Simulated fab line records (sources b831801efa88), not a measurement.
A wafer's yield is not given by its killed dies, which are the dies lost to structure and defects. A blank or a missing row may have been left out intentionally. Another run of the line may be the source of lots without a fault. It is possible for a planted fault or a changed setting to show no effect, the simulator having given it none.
Code-filled problem report in 8D (eight disciplines) form	flow gf180mcu	the parts of the form that need people (team, actions taken, sign-off) are left out

## 1. WHAT IS WRONG
time-to-endpoint-s at GF_V1_CMP_26 reads a mean of 50.1 s on 1 wafer of 1 lot; wafers without a fault read 84.3 s with a standard deviation of 2.7. Relative to the usual mean, that is a shift of -13 standard deviations.
The step: polishes, stops on SiO2, t overpolish 15 s, target thk 0 nm.
Earliest sighting: wafer L415.1 on cmp-01 at day 22 01:43. At this step, 36 wafers from 12 lots have a number in the record. Rule for "out", or "out of limits": more than 4 standard deviations from the usual mean. The other wafers with a number count as sound.

## 2. WHAT IT IS AND WHAT IT IS NOT
question	is	is not
which readings at this step	time-to-endpoint-s	motor-current-A, overpolish-run-s
which lots	L415	L409, L410, L411, L412, L413, L414, L416, L424, L425, L426, L428
which wafers of those lots	L415.1	L415.4, L415.6
read on which tools	cmp-01	cmp-02
when	from day 22 01:43	up to then (20 sound wafers); but 15 sound wafers of L416, L424, L425, L426, L428 came after

## 3. THE SUSPECTS, EACH WITH WHAT RULES IT OUT
Counting: a tool at a process step up to the reading stays a suspect if it ran every lot that is out. Sound lots after the first of them don't rule it out here, since some wafers of a struck lot are sound.
- plasma-asher-02 at GF_M1_STRIP_17 (strips in O2/N2): kept. It ran the lot that is out, L415 (day 21 00:08); its last sound lot up to then is L411 (day 19 10:20).
- plasma-asher-01 at GF_V1_STRIP_18 (strips in O2/N2): kept. It ran the lot that is out, L415 (day 22 00:47); its last sound lot up to then is L410 (day 19 20:08).
- cmp-01 at GF_V1_CMP_26 (polishes, stops on SiO2, t overpolish 15 s, target thk 0 nm): kept. It ran the lot that is out, L415 (day 22 01:43); its last sound lot up to then is L414 (day 21 18:51). Its own readings are out on those wafers: time-to-endpoint-s.
- Within plasma-asher-01 at GF_V1_STRIP_18, the wafers that are out were processed in chamber 0 and their sound lot-mates in chamber 1.
- At GF_V1_CMP_26, inside cmp-01: chamber 1 took the wafers that are out, while their sound lot-mates went through chambers 2, 3.
The count leaves plasma-asher-02 at GF_M1_STRIP_17, plasma-asher-01 at GF_V1_STRIP_18, and cmp-01 at GF_V1_CMP_26.

## 4. THE CAUSE (what the simulator had put in)
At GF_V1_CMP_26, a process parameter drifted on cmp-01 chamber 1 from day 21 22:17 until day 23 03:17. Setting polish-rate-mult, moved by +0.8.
Counting leaves 3 suspects; this tool is one of them.

## 5. THE EFFECT CHAIN, in route order
Each row: a reading where the mean over the struck wafers with a number is more than 3 standard deviations away from the usual. Readings are gone through only where the record gives a usual standard deviation; hours: the median, over the lots, of the time from a lot's start at the first step in this table giving one to that lot's start at this step; sigmas: the change measured in usual standard deviations.
hours	step	reading	usual	on struck wafers	change	sigmas
0	GF_V1_CMP_26	time-to-endpoint-s	84.3 s	50.1	-34.2	-13
Process steps it contains:
- GF_V1_CMP_26: polishes, stops on SiO2, t overpolish 15 s, target thk 0 nm.

## 6. WHAT WOULD HAVE CAUGHT IT SOONER
The fault began at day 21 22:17; the first out-of-limits reading in this record came at day 22 01:43, 3 hours later.
